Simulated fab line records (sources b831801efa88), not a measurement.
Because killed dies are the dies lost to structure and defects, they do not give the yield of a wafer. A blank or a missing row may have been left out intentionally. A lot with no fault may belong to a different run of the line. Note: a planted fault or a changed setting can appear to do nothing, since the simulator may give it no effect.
Tool commonality check + flow gf180mcu + Lots sampled 14, wafers sampled 42

WHY THIS WAS OPENED
2 of 14 lots carry a flag on the reading HV_LDD_RS at GF_HV_LDD_RS_MEAS_53. No-fault wafers: 418.0 ohm/sq, standard deviation 0.97.
Rule: a lot gets a flag if all its wafers with a number sit over 4 standard deviations from that mean, or if no wafer of it has a number. All remaining lots are regarded as sound.

| lot  | measured     | on            | HV_LDD_RS (ohm/sq), wafer by wafer | flag    |
|------|--------------|---------------|------------------------------------|---------|
| L357 | day 12 10:43 | film metro-04 | 418.3 417.4 418.1                  |         |
| L358 | day 12 16:25 | film metro-04 | 417.3 416.8 417.5                  |         |
| L359 | day 12 22:08 | film metro-02 | 417.7 418.9 418.3                  |         |
| L360 | day 13 08:55 | film metro-01 | 417.0 417.8 418.1                  |         |
| L364 | day 14 17:56 | film metro-02 | 423.8 423.3 422.4                  | FLAGGED |
| L367 | day 16 01:38 | film metro-02 | 422.6 424.3 422.6                  | FLAGGED |
| L370 | day 16 23:41 | film metro-02 | 417.3 417.7 417.7                  |         |
| L371 | day 17 00:00 | film metro-04 | 417.4 418.0 418.5                  |         |
| L374 | day 18 06:05 | film metro-01 | 418.6 420.0 417.6                  |         |
| L376 | day 18 18:19 | film metro-04 | 420.1 419.7 417.7                  |         |
| L377 | day 19 01:46 | film metro-02 | 416.4 415.4 417.2                  |         |
| L378 | day 19 11:43 | film metro-02 | 417.3 417.4 417.0                  |         |
| L379 | day 19 16:56 | film metro-04 | 418.6 418.9 418.9                  |         |
| L380 | day 20 04:59 | film metro-01 | 416.7 417.9 418.3                  |         |
On average the flagged lots' numbers are 423.2 ohm/sq, which is +5.2 ohm/sq against the usual, or +5 standard deviations.

WHICH TOOL RAN EACH LOT
The record holds 1 process step before the reading, out of a route of 602 steps. Read each cell as the tool, then ch plus the chambers that the sampled wafers visited, then the start.
| lot  | flag    | GF_HV_LDD_IMPLANT_09            |
|------|---------|---------------------------------|
| L357 |         | implanter-02 ch 0, day 10 00:14 |
| L358 |         | implanter-04 ch 0, day 10 06:23 |
| L359 |         | implanter-01 ch 0, day 10 12:37 |
| L360 |         | implanter-01 ch 0, day 10 23:17 |
| L364 | FLAGGED | implanter-04 ch 0, day 12 05:16 |
| L367 | FLAGGED | implanter-04 ch 0, day 13 08:58 |
| L370 |         | implanter-02 ch 0, day 14 05:17 |
| L371 |         | implanter-01 ch 0, day 14 05:55 |
| L374 |         | implanter-02 ch 0, day 15 08:43 |
| L376 |         | implanter-01 ch 0, day 15 19:36 |
| L377 |         | implanter-02 ch 0, day 16 03:06 |
| L378 |         | implanter-04 ch 0, day 16 11:05 |
| L379 |         | implanter-02 ch 0, day 16 16:59 |
| L380 |         | implanter-02 ch 0, day 17 03:14 |
These steps, and what they do:
- GF_HV_LDD_IMPLANT_09
- GF_HV_LDD_RS_MEAS_53: measures by four-point-probe.

FLAGGED OVER TOTAL, TOOL BY TOOL (the gauges that took the reading come last)
| step                 | tool          | lots run | flagged | share of the flagged lots | sound lots run after its first flagged lot |
|----------------------|---------------|----------|---------|---------------------------|--------------------------------------------|
| GF_HV_LDD_IMPLANT_09 | implanter-01  | 4        | 0       | none                      | -                                          |
| GF_HV_LDD_IMPLANT_09 | implanter-02  | 6        | 0       | none                      | -                                          |
| GF_HV_LDD_IMPLANT_09 | implanter-04  | 4        | 2       | all                       | 1 (L378)                                   |
| GF_HV_LDD_RS_MEAS_53 | film metro-01 | 3        | 0       | none                      | -                                          |
| GF_HV_LDD_RS_MEAS_53 | film metro-02 | 6        | 2       | all                       | 3 (L370,L377,L378)                         |
| GF_HV_LDD_RS_MEAS_53 | film metro-04 | 5        | 0       | none                      | -                                          |

WHAT THE TABLE ALLOWS
Every flagged lot went through 2 rows of the table: implanter-04 at GF_HV_LDD_IMPLANT_09 and film metro-02 at GF_HV_LDD_RS_MEAS_53.
- implanter-04 at GF_HV_LDD_IMPLANT_09: 2 of its 4 lots flagged. Sound lots ran on it after the first flagged one (L378), which a lasting fault on the whole tool wouldn't allow. Its own readings (dose ions cm2) fall more than 4 standard deviations out on all wafers of the flagged lots.
- film metro-02 at GF_HV_LDD_RS_MEAS_53: 2 of its 6 lots flagged. Sound lots ran on it after the first flagged one (L370, L377, L378), which a lasting fault on the whole tool wouldn't allow.
Not one row of the table ran every flagged lot while running no sound lot after the first.

WHAT THE SIMULATOR HAD PUT IN
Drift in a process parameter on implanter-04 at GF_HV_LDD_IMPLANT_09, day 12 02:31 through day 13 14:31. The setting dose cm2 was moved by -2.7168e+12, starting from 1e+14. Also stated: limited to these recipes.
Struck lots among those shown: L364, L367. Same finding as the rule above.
